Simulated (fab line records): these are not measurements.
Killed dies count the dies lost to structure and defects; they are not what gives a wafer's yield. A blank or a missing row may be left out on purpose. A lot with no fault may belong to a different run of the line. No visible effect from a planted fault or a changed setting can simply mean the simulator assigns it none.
2 desks looking at one fault ; flow gf180mcu ; what lay behind the numbers comes last; until then each desk has only its own

== THE TOOL OWNER'S DESK: plasma_asher-04 ==
The tool's own readings at GF_M2_STRIP_17 (strips in O2/N2): means of the sampled wafers that have a number, for each lot that ran on this tool. A lot is out of limits, marked OUT, if its mean lies more than 4 standard deviations from the usual mean; the brackets give that distance.
Columns: A = drypump_motor_current_A at GF_M2_STRIP_17, usual 5.3 A; B = heater_power_w at GF_M2_STRIP_17, usual 355 W; C = o2_flow_sccm at GF_M2_STRIP_17, usual 3001 sccm; D = oes_product_au at GF_M2_STRIP_17, usual 0.557 a.u.; E = strip_time_to_endpoint_s at GF_M2_STRIP_17, usual 7.85 s
lot;first seen here;A;B;C;D;E
L560;day 20 16:11;5.0;347;2983;0.557;7.86
L563;day 21 21:19;5.0;375;3011;0.559;7.91
L564;day 22 07:57;5.0;366;3002;0.559;7.91
L566;day 22 19:42;5.0;368;2998;0.557;7.91
L570;day 24 05:30;5.0;359;2991;0.556;7.89
L573;day 25 05:59;5.0;359;3001;0.557;7.79
Finding of this desk: none of the 6 lots has anything out of limits.

== METROLOGY DESK ==
Means of the sampled wafers that have a number, per lot and without regard to the tool the lot ran on: this is what the gauges read. A lot is out of limits, marked OUT, if its mean lies more than 4 standard deviations from the usual mean; the brackets give that distance.
Columns: A = M2_ALCU_THK at GF_M2_THK_MEAS_06, usual 438 nm
lot;first seen here;A
L556;day 18 10:14;438
L557;day 18 19:05;440
L558;day 19 04:47;441
L560;day 19 16:08;443
L563;day 20 21:50;440
L564;day 21 09:17;435
L566;day 21 20:55;449
L570;day 23 07:07;435
L573;day 24 08:11;436
L576;day 25 05:41;437
L577;day 25 15:00;443
L578;day 25 19:23;439
Finding of this desk: none of the 12 lots has anything out of limits.

== ALL TOGETHER ==
The tool owner's desk saw nothing out of limits.
At the metrology desk, nothing out of limits was observed.

== WHAT WAS PUT IN BY THE SIMULATOR ==
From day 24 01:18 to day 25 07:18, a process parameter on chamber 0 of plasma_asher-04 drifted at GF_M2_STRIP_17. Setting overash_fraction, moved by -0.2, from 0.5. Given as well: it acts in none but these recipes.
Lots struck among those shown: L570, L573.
